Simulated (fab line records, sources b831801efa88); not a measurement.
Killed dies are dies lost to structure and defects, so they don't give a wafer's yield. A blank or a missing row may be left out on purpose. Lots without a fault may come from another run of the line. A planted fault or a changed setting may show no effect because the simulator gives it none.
Which tool did it? | flow gf180mcu | 6 lots, 18 wafers sampled, at 3 steps of a route of 602

WHAT THE GAUGES READ, wafer by wafer
GF_VT_IMPLANT_TW_MEAS_21.
lot  | measured     | on            | VT_IMPLANT_2_TW
L980 | day 6 19:28  | film_metro-04 | 1209 1212 1204
L984 | day 7 22:47  | film_metro-03 | 1224 1218 1212
L986 | day 8 09:31  | film_metro-04 | 1205 1210 1200
L989 | day 9 02:22  | film_metro-03 | 1206 1215 1213
L997 | day 11 07:31 | film_metro-03 | 1098 1100 1095
L999 | day 11 19:08 | film_metro-01 | 1213 1219 1217

WHICH TOOL RAN EACH LOT (tool, then ch and the chambers of the sampled wafers, then the start)
lot  | GF_VT_IMPLANT_IMPLANT_19        | GF_VT_IMPLANT_STRIP_20
L980 | implanter-01 ch 0, day 6 19:13  | plasma_asher-01 ch 0,1, day 6 19:22
L984 | implanter-04 ch 0, day 7 22:32  | plasma_asher-03 ch 1, day 7 22:40
L986 | implanter-03 ch 0, day 8 09:18  | plasma_asher-01 ch 0,1, day 8 09:26
L989 | implanter-01 ch 0, day 9 02:09  | plasma_asher-01 ch 0,1, day 9 02:17
L997 | implanter-03 ch 0, day 11 07:17 | plasma_asher-03 ch 0,1, day 11 07:24
L999 | implanter-01 ch 0, day 11 18:53 | plasma_asher-03 ch 0,1, day 11 19:01
- GF_VT_IMPLANT_IMPLANT_19
- GF_VT_IMPLANT_STRIP_20: strips in O2/N2.

THE ANSWER, worked out from the rows above alone
Rule: what is usual is taken from the lots themselves. Put in order of their means at a reading, lots are off if they are a third of the lots or fewer, leave a main group of 4 or more, and stand apart from it by a gap of 3 or more times the standard deviation of the main group's means; of several such gaps the widest counts. A main group whose means are all the same, to the digits that the tables above print for the reading, isn't used. A lot without any number at a reading at which 4 lots or more have one is off too. The other lots that the step has rows for count as sound.
Off: L997, at GF_VT_IMPLANT_TW_MEAS_21 (VT_IMPLANT_2_TW). The main group: mean 1212, standard deviation 4.8.
A tool fits if, at a process step before that reading, it ran every lot that is off, and no sound lot after the first of them. The gauges at GF_VT_IMPLANT_TW_MEAS_21 are tried like those tools. Can't be told from this: 2 tools fit, implanter-03 at GF_VT_IMPLANT_IMPLANT_19, film_metro-03 at GF_VT_IMPLANT_TW_MEAS_21.

WHAT THE SIMULATOR HAD PUT IN
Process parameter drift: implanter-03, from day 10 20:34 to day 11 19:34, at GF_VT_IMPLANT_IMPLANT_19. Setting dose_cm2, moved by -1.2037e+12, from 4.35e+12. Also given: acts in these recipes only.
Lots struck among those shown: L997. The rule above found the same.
